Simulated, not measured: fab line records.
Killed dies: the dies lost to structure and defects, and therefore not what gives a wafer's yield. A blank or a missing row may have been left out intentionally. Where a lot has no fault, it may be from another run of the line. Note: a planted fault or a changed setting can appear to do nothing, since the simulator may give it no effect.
Which tool was responsible? ; flow gf180mcu ; 12 lots, 36 wafers sampled, at 5 steps of a route of 602

## WHAT THE GAUGES SHOWED, per wafer
GF_VT_IMPLANT_OVL_MEAS_29.
lot;measured;on;VT_IMPLANT_02_OVL (nm)
L105;day 7 08:04;overlay-01;-1.9 -2.6 -2.7
L106;day 7 16:25;overlay-01;-1.1 -1.2 -2.6
L108;day 8 07:44;overlay-01;2.1 -0.7 1.0
L111;day 9 04:37;overlay-01;-2.4 1.0 1.1
L114;day 9 21:25;overlay-01;-3.1 -0.9 -0.7
L118;day 11 01:01;overlay-02;-2.8 -1.5 -1.9
L119;day 11 09:54;overlay-01;-2.3 -1.3 -0.4
L120;day 11 14:49;overlay-01;-1.8 -0.3 -1.3
L121;day 11 22:03;overlay-02;1.1 0.3 -0.3
L122;day 12 03:48;overlay-02;0.7 1.3 1.9
L123;day 12 10:22;overlay-02;-1.7 -1.6 -1.5
L124;day 12 15:58;overlay-02;-3.0 -2.5 -1.1

GF_DUAL_GATE_OVL_MEAS_11.
lot;measured;on;DUAL_GATE_OVL (nm)
L105;day 8 19:46;overlay-01;1.2 -0.6 0.9
L106;day 9 04:19;overlay-02;0.0 2.2 0.0
L108;day 9 20:34;overlay-02;2.4 -0.5 -3.0
L111;day 10 19:07;overlay-02;- - -
L114;day 11 13:07;overlay-01;2.0 1.1 0.8
L118;day 12 20:55;overlay-02;0.1 1.3 0.5
L119;day 13 04:49;overlay-02;-0.3 0.7 -1.1
L120;day 13 10:28;overlay-01;0.3 -1.3 1.0
L121;day 13 15:49;overlay-01;2.5 0.0 0.0
L122;day 13 22:28;overlay-01;2.7 1.3 1.0
L123;day 14 05:34;overlay-02;-0.5 0.5 1.5
L124;day 14 11:47;overlay-02;1.2 2.0 2.6

## EACH LOT AND THE TOOL THAT RAN IT (in order: tool; ch and the chambers of the sampled wafers; start)
lot;GF_VT_IMPLANT_STRIP_42;GF_VT_IMPLANT_RTA_45;GF_DUAL_GATE_EXPOSE_08
L105;plasma asher-04 ch 0, day 8 00:56;rtp anneal-02 ch 0, day 8 01:09;iline stepper-01 ch 0, day 8 11:49
L106;plasma asher-04 ch 0,1, day 8 08:53;rtp anneal-02 ch 0, day 8 09:08;iline stepper-01 ch 0, day 8 19:38
L108;plasma asher-02 ch 0,1, day 9 01:17;rtp anneal-02 ch 0, day 9 01:32;iline stepper-01 ch 0, day 9 12:19
L111;plasma asher-02 ch 0, day 9 22:08;rtp anneal-01 ch 0, day 9 22:26;iline stepper-01 ch 0, day 10 10:47
L114;plasma asher-02 ch 1, day 10 16:11;rtp anneal-02 ch 0, day 10 16:26;iline stepper-02 ch 0, day 11 03:31
L118;plasma asher-02 ch 0,1, day 11 19:55;rtp anneal-02 ch 0, day 11 20:08;iline stepper-02 ch 0, day 12 11:31
L119;plasma asher-04 ch 0,1, day 12 04:56;rtp anneal-01 ch 0, day 12 05:09;iline stepper-02 ch 0, day 12 18:42
L120;plasma asher-03 ch 0,1, day 12 10:44;rtp anneal-01 ch 0, day 12 10:56;iline stepper-01 ch 0, day 13 00:13
L121;plasma asher-02 ch 0,1, day 12 16:41;rtp anneal-02 ch 0, day 12 16:55;iline stepper-02 ch 0, day 13 06:19
L122;plasma asher-04 ch 0,1, day 12 23:28;rtp anneal-01 ch 0, day 12 23:40;iline stepper-01 ch 0, day 13 12:26
L123;plasma asher-04 ch 0, day 13 06:31;rtp anneal-01 ch 0, day 13 06:44;iline stepper-01 ch 0, day 13 19:10
L124;plasma asher-03 ch 0,1, day 13 12:43;rtp anneal-02 ch 0, day 13 12:55;iline stepper-01 ch 0, day 14 01:37
- GF_VT_IMPLANT_STRIP_42: strips in O2/N2.
- GF_VT_IMPLANT_RTA_45: time 30 s.
- GF_DUAL_GATE_EXPOSE_08: exposes mask Dualgate, target cd 700 nm.

## AS READ BY THE TOOLS THEMSELVES (means over the sampled wafers that have a number; for cases with no such wafer, the mark the record gives instead)
GF_VT_IMPLANT_STRIP_42.
lot;tool;drypump motor current A (A);heater power w (W);oes product au (a.u.);strip time to endpoint s (s)
L105;plasma asher-04;5.0;321;0.720;12.58
L106;plasma asher-04;5.8;330;0.716;12.62
L108;plasma asher-02;5.9;316;0.711;12.61
L111;plasma asher-02;5.8;303;0.714;12.61
L114;plasma asher-02;6.0;337;0.715;12.63
L118;plasma asher-02;5.9;313;0.717;12.59
L119;plasma asher-04;5.9;330;0.709;12.58
L120;plasma asher-03;6.3;301;0.713;12.63
L121;plasma asher-02;5.9;323;0.719;12.62
L122;plasma asher-04;5.5;320;0.720;12.61
L123;plasma asher-04;5.0;315;0.712;12.59
L124;plasma asher-03;6.3;304;0.716;12.61

GF_VT_IMPLANT_RTA_45.
lot;tool;anneal temp c max;lamp power pct (%);wafer_temp_C_max
L105;rtp anneal-02;1053.0;39.6;1053.5
L106;rtp anneal-02;1052.4;39.6;1054.8
L108;rtp anneal-02;1052.5;39.6;1053.9
L111;rtp anneal-01;1055.2;34.1;1054.8
L114;rtp anneal-02;1052.7;39.6;1054.1
L118;rtp anneal-02;1052.1;39.6;1055.0
L119;rtp anneal-01;1054.4;34.1;1057.0
L120;rtp anneal-01;1054.6;34.1;1054.8
L121;rtp anneal-02;1053.3;39.6;1054.5
L122;rtp anneal-01;1054.7;34.1;1055.2
L123;rtp anneal-01;1055.5;34.1;1054.6
L124;rtp anneal-02;1052.2;39.6;1054.7

GF_DUAL_GATE_EXPOSE_08.
lot;tool;reticle temp C (C)
L105;iline stepper-01;22.87
L106;iline stepper-01;23.11
L108;iline stepper-01;22.98
L111;iline stepper-01;22.99
L114;iline stepper-02;23.06
L118;iline stepper-02;23.06
L119;iline stepper-02;23.00
L120;iline stepper-01;22.94
L121;iline stepper-02;22.89
L122;iline stepper-01;23.19
L123;iline stepper-01;22.93
L124;iline stepper-01;23.06

## THE ANSWER, worked out from the rows above alone
Rule: the usual values come from the lots themselves. Put in order of their means at a reading, lots are off if they are a third of the lots or fewer, leave a main group of 4 or more, and stand apart from it by a gap of 3 or more times the standard deviation of the main group's means; of several such gaps the widest counts. Not used: any main group whose means are identical at the precision the tables above print for the reading. Also off: a lot with no number at a reading for which 4 or more lots have one. Where the step has rows for the other lots, those lots are counted as sound. After the gauges, taken in route order, come the tools' own readings; for these a lot's mean is taken, as printed above. At the first step where some lot is off, the reading lying furthest off is the one used; lots without a number count as furthest.
Off: L111, seen at GF_DUAL_GATE_OVL_MEAS_11 (DUAL_GATE_OVL). Without a number there: L111. The main group has a mean of 0.7 nm with a standard deviation of 0.7.
A tool fits if, at a process step before that reading, it ran every lot that is off, and no sound lot after the first of them. The gauges at GF_DUAL_GATE_OVL_MEAS_11 are tried like those tools. Of those tried, none fits.

## WHAT THE SIMULATOR PUT IN
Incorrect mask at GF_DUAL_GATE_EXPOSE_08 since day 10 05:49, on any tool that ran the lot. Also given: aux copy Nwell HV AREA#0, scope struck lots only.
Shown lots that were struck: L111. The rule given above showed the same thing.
